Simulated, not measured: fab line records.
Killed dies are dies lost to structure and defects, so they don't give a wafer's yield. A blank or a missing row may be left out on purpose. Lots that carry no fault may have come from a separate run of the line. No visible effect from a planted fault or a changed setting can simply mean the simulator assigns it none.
A struck lot beside a sound one	flow gf180mcu	19 out of 602 route steps
Sound: wafers L312.3, L312.5, L312.6. Struck: wafer L316.2. (L316.1, L316.6 of the same lot were not struck and are left out.) The cause comes at the end.
Order at every step that has rows: each side's tool, ch and its chambers, its first start. Under that, the readings that differ: sound wafers	struck wafers	difference of the means	sigmas: that difference in standard deviations of wafers without a fault.
alike: a reading whose means differ by less than 2 such deviations, as well as words and numbers matching on both sides. not compared: withheld readings; readings where some wafer has no value; bounds like >300 that might hide an equal value; numbers whose values overlap and for which the record gives no deviation.
A row with sigmas, a row that says differs or no value, or rows on one side alone: a step with any of these is where the two part. Numbers that don't overlap but have no deviation are shown without sigmas and don't part them. Lack of a reading on every wafer of one side parts them only where that side has two or more wafers.

first, 2 steps without rows for these wafers: GF_VT_IMPLANT_PEB_27; GF_VT_IMPLANT_DEVELOP_28 (develop time 60 s).
GF_VT_IMPLANT_OVL_MEAS_29:
  struck on overlay-02, day 11 02:46; sound on overlay-01, day 9 20:22
reading	sound	struck	difference	sigmas
VT_IMPLANT_02_OVL (nm)	-1.9 -1.4 -1.3	-4.1	-2.6	-2
following that, these wafers have no rows for 1 step: GF_VT_IMPLANT_IMPLANT_30.
GF_VT_IMPLANT_STRIP_31: strips in O2/N2.
  sound on plasmaAsher-04 ch 0,1, day 9 20:35; struck on plasmaAsher-01 ch 0, day 11 02:56
reading	sound	struck	difference	sigmas
rfHoursCounterH (h)	- - -	14	no value on the sound wafers	
  alike: drypumpMotorCurrentA, heaterPowerW, oesProductAu, stripTimeToEndpointS
GF_VT_IMPLANT_TW_MEAS_32:
  struck on filmMetro-01, day 11 03:02; sound on filmMetro-02, day 9 20:40
  alike: VT_IMPLANT_3_TW
then, 6 steps without rows for these wafers: GF_VT_IMPLANT_DEHYDRATE_33 (time 60 s); GF_VT_IMPLANT_HMDS_34 (prime time 60 s); GF_VT_IMPLANT_COAT_35 (resist thk 1000 nm); GF_VT_IMPLANT_SOFTBAKE_36 (time 60 s); GF_VT_IMPLANT_EXPOSE_37 (exposes mask Nwell HV AREA, target cd 860 nm); GF_VT_IMPLANT_PEB_38.
GF_VT_IMPLANT_DEVELOP_39: develop time 60 s.
  sound on lithoTrack-01 ch 0, day 10 13:40; struck on lithoTrack-01 ch 0, day 11 21:58
GF_VT_IMPLANT_OVL_MEAS_40:
  struck on overlay-02, day 11 22:07; sound on overlay-02, day 10 13:46
  not compared: VT_IMPLANT_03_OVL
following that, these wafers have no rows for 1 step: GF_VT_IMPLANT_IMPLANT_41.
GF_VT_IMPLANT_STRIP_42: strips in O2/N2.
  sound on plasmaAsher-04 ch 0,1, day 10 13:59; struck on plasmaAsher-01 ch 1, day 11 22:17
reading	sound	struck	difference	sigmas
rfHoursCounterH (h)	- - -	16	no value on the sound wafers	
  alike: drypumpMotorCurrentA, heaterPowerW, oesProductAu, stripTimeToEndpointS
GF_VT_IMPLANT_TW_MEAS_43:
  struck on filmMetro-02, day 11 22:23; sound on filmMetro-03, day 10 14:04
reading	sound	struck	difference	sigmas
VT_IMPLANT_4_TW	685 688 685	30	-656	-99 or more
then, 1 step without rows for these wafers: GF_VT_IMPLANT_CLEAN_44 (cleans in SC1/SC2, time 150 s).
-- here the record skips 22 days between the struck wafers' starts before and after, leaving off in module VT_IMPLANT and picking up in module PASSIVATION (first step shown: number 602 of the route) --
GF_PASSIVATION_PROBE_99:
  the record has rows for the struck wafers here (prober-01, day 33 12:25) and none for the sound ones

== WHERE THEY PART ==
At GF_VT_IMPLANT_OVL_MEAS_29 first; at GF_PASSIVATION_PROBE_99 last (within this record only).

WHY: whatever the simulator had introduced
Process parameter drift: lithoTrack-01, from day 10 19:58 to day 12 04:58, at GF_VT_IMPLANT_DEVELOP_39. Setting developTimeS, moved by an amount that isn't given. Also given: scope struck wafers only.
